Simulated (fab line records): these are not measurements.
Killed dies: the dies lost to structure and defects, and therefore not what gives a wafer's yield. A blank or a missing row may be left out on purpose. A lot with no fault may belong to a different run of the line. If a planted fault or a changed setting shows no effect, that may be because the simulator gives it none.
fab line records	flow sky130
[record] lots = 6	wafers = 18	last_day = 50
route steps=708 shown FIELD_ISO@1
lots with no fault: from the same line, run without faults
start_h: hours from the record's first day to the start of the lot's first wafer shown	wait_h: how many hours have passed since the lot's step before this one	" unchanged from the row above	L1.1+2: a single row standing in for several wafers	- no value present, or no start provided	* or withheld: withheld	< > ~ a bound
route shown NAME@n: names a module that has steps shown in the file, with the first one's number in the route	usual: mean/standard deviation taken from wafers without a fault	same: alike in all rows	chamber/n: place in a boat	sites: readings site by site	_std_site: the values' standard deviation	_edge_site: outer sites' mean less inner sites'	radius_mm: for every site, how far away it sits from the centre of the wafer	mask NAME#n: copy n	behind: tool/chamber where the wafer was last shaped	hold: reason for holding the lot/hours on hold/outcome of the hold	device: names the non-switching transistor (n, p or np)	end of line: the same wafers' tests at the end of the route	a step given without rows: its recipe and nothing more	killed: the dies lost at the first sort to structure and to defects; this is not the yield of the wafer	map: per-die view of a wafer (x killed, . not killed, _ where there is no die)
set.NAME: the setting as run; set.NAME@STEP: as run at that earlier step	model.NAME: the simulator's own value behind a step, which no gauge read
certain route steps with their lots: each step a table, each wafer a row
services: a tool's chamber out of use, with start hour (start_h, from the record's first day; less than 0 if before it), hours out, and reason
[[steps]]
[step SKY_FIELD_ISO_BOW_MEAS_00]
[recipe] mode = bow
[usual] INCOMING_BOW = -1/6.4
lot.wafer	tool	chamber	start_h	wait_h	INCOMING_BOW[um]
L517.4	film_metro-02	-	25.06	-	-5
L517.5	"	-	"	"	-3
L517.6	"	-	"	"	-7
L522.3	film_metro-02	-	50.04	-	4
L522.5	"	-	"	"	4
L522.6	"	-	"	"	10
L524.3	film_metro-02	-	60.04	-	-1
L524.4	"	-	"	"	1
L524.5	"	-	"	"	-2
L525.1	film_metro-04	-	65.00	-	2
L525.2	"	-	"	"	7
L525.4	"	-	"	"	-4
L527.1	film_metro-04	-	75.00	-	-1
L527.3	"	-	"	"	-9
L527.4	"	-	"	"	-11
L537.2	film_metro-02	-	125.02	-	2
L537.3	"	-	"	"	-11
L537.6	"	-	"	"	-7
[step SKY_FIELD_ISO_OXIDATION_01]
[recipe] temp_c = 900	ambient = O2	stabilise_s = 600	purge_s = 300	target_thk_a = 120	ox_time_s = 1929
[step SKY_FIELD_ISO_THK_MEAS_02]
[recipe] reads = SiO2_of_FIELD_ISO_OXIDATION_01
[usual] FIELD_ISO_OXIDATION_00_THK = 12.29/0.23
lot.wafer	tool	chamber	start_h	wait_h	FIELD_ISO_OXIDATION_00_THK[nm]
L517.4	film_metro-02	-	26.66	0.0	12.73
L517.5	"	-	"	"	12.79
L517.6	"	-	"	"	12.44
L522.3	film_metro-01	-	51.65	0.0	12.35
L522.5	"	-	"	"	12.36
L522.6	"	-	"	"	12.14
L524.3	film_metro-04	-	61.65	0.0	12.29
L524.4	"	-	"	"	12.22
L524.5	"	-	"	"	12.15
L525.1	film_metro-02	-	67.58	0.0	12.18
L525.2	"	-	"	"	12.19
L525.4	"	-	"	"	12.56
L527.1	film_metro-01	-	76.63	0.0	12.02
L527.3	"	-	"	"	12.24
L527.4	"	-	"	"	11.99
L537.2	film_metro-02	-	127.78	0.0	12.77
L537.3	"	-	"	"	12.40
L537.6	"	-	"	"	12.68
[step SKY_FIELD_ISO_CVD_03]
[recipe] material = Si3N4	precursor = DCS/NH3	target_thk_nm = 165	temp_c = 770	time_s = 2830	pressure_mtorr = 250
[step SKY_FIELD_ISO_THK_MEAS_04]
[recipe] reads = Si3N4_of_FIELD_ISO_CVD_03
[usual] FIELD_ISO_CVD_03_THK = 166.4/1.7
lot.wafer	tool	chamber	start_h	wait_h	FIELD_ISO_CVD_03_THK[nm]
L517.4	film_metro-04	-	28.51	0.0	163.9
L517.5	"	-	"	"	165.0
L517.6	"	-	"	"	163.5
L522.3	film_metro-02	-	54.05	0.0	165.1
L522.5	"	-	"	"	165.4
L522.6	"	-	"	"	165.8
L524.3	film_metro-02	-	64.65	0.0	167.7
L524.4	"	-	"	"	167.6
L524.5	"	-	"	"	168.1
L525.1	film_metro-02	-	70.34	0.0	167.3
L525.2	"	-	"	"	167.9
L525.4	"	-	"	"	168.9
L527.1	film_metro-01	-	78.48	0.0	165.4
L527.3	"	-	"	"	165.9
L527.4	"	-	"	"	166.0
L537.2	film_metro-04	-	130.01	0.0	167.7
L537.3	"	-	"	"	166.5
L537.6	"	-	"	"	167.7
[step SKY_FIELD_ISO_DEHYDRATE_05]
[recipe] temp_c = 200	time_s = 60
[step SKY_FIELD_ISO_HMDS_06]
[recipe] prime_time_s = 60	prime_temp_c = 120
[step SKY_FIELD_ISO_COAT_07]
[recipe] resist = BARC	temp_c = withheld	time_s = withheld	spin_rpm = 3000	resist_thk_nm = 60
[step SKY_FIELD_ISO_COAT_08]
[recipe] resist = KrF-thick	spin_rpm = 3000	resist_thk_nm = 450
[step SKY_FIELD_ISO_SOFTBAKE_09]
[recipe] temp_c = 100	time_s = 90	resist = KrF-thick
[step SKY_FIELD_ISO_EXPOSE_10]
[recipe] mask_id = FOM	na = 0.68	source_shape = annular	sigma_inner = 0.4	sigma_outer = 0.8	target_cd_nm = 150	dose_mj = 28
[step SKY_FIELD_ISO_PEB_11]
[recipe] peb_temp_c = withheld	peb_time_s = withheld	resist = KrF-thick
[step SKY_FIELD_ISO_DEVELOP_12]
[recipe] develop_time_s = 60	resist = KrF-thick	dev_temp_c = 21
[usual] chill_plate_temp_C = 23.00/0.11	develop_time_s = 60/0
lot.wafer	tool	chamber	start_h	wait_h	chill_plate_temp_C	develop_time_s	model.KrF-thick_of_FIELD_ISO_COAT_08.thk_nm
L517.4	litho_track-01	0	43	-	23.09	60	438.7
L517.5	"	0	"	"	23.12	60	439.2
L517.6	"	0	"	"	23.03	60	439
L522.3	litho_track-03	0	70	-	23.10	60	437.3
L522.5	"	0	"	"	23.00	60	436.7
L522.6	"	0	"	"	23.04	60	436.6
L524.3	litho_track-02	-	81	-	-	-	447.3
L524.4	"	-	"	"	-	-	448.6
L524.5	"	-	"	"	-	-	449
L525.1	litho_track-01	-	87	-	-	-	450.4
L525.2	"	-	"	"	-	-	449.8
L525.4	"	-	"	"	-	-	450.3
L527.1	litho_track-03	0	95	-	22.97	60	433.7
L527.3	"	0	"	"	22.94	60	434
L527.4	"	0	"	"	23.07	60	433.4
L537.2	litho_track-02	0	150	-	23.00	60	437.6
L537.3	"	0	"	"	22.97	60	436
L537.6	"	0	"	"	22.88	60	436
[step SKY_FIELD_ISO_CD_MEAS_13]
[recipe] target_cd_nm = 150
[usual] cd_nm = 150.1/1.4
lot.wafer	tool	chamber	start_h	wait_h	cd_nm
L517.4	cd_sem-01	-	43.78	-	151.7
L517.5	"	-	"	"	151.3
L517.6	"	-	"	"	151.7
L522.3	cd_sem-02	-	70.27	-	151.2
L522.5	"	-	"	"	150.2
L522.6	"	-	"	"	149.5
L524.3	cd_sem-02	-	81.35	-	-
L524.4	"	-	"	"	-
L524.5	"	-	"	"	-
L525.1	cd_sem-02	-	87.97	-	-
L525.2	"	-	"	"	-
L525.4	"	-	"	"	-
L527.1	cd_sem-01	-	95.88	-	152.7
L527.3	"	-	"	"	151.6
L527.4	"	-	"	"	152.4
L537.2	cd_sem-02	-	150.33	-	146.5
L537.3	"	-	"	"	148.3
L537.6	"	-	"	"	146.1
[[services]]
tool	chamber	start_h	hours	kind
litho_track-01	-	25.52	-	consumable_replace:filter
[[key]]
[first_sign] step = SKY_FIELD_ISO_DEVELOP_12	reading = tool_record	direction = missing
effect none on later readings
[model_effect] step = SKY_FIELD_ISO_DEVELOP_12	value = KrF-thick_of_FIELD_ISO_COAT_08.thk_nm	without = 435.2	struck = 449.2
met_at SKY_FIELD_ISO_DEVELOP_12
struck_wafers L524.3,L524.4,L524.5,L525.1,L525.2,L525.4
later_rows_left_out L524.3,L524.4,L524.5,L525.1,L525.2,L525.4
sort_left_out L524.3,L524.4,L524.5,L525.1,L525.2,L525.4
tester_left_out L524,L525
onset_between 43 81
[fault] kind = skipped_step_whole	tool = litho_track-01,litho_track-02	chamber = -	onset_h = 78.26	steps = SKY_FIELD_ISO_DEVELOP_12	scope = struck_lots_only
// tester_left_out: of these lots the tester's yield and bins aren't shown, on N5 and GAA mostly nor the transistor test; their killed dies are dies lost to structure and defects alone, not to doping, threshold or leakage, so they don't give the yield
// sort_left_out: the simulated sort isn't trusted on such a fault, so these wafers' sort isn't shown, and their yield isn't known
// later_rows_left_out: the simulator's readings of these wafers behind a module that went badly wrong aren't trusted and aren't shown, but for the sort
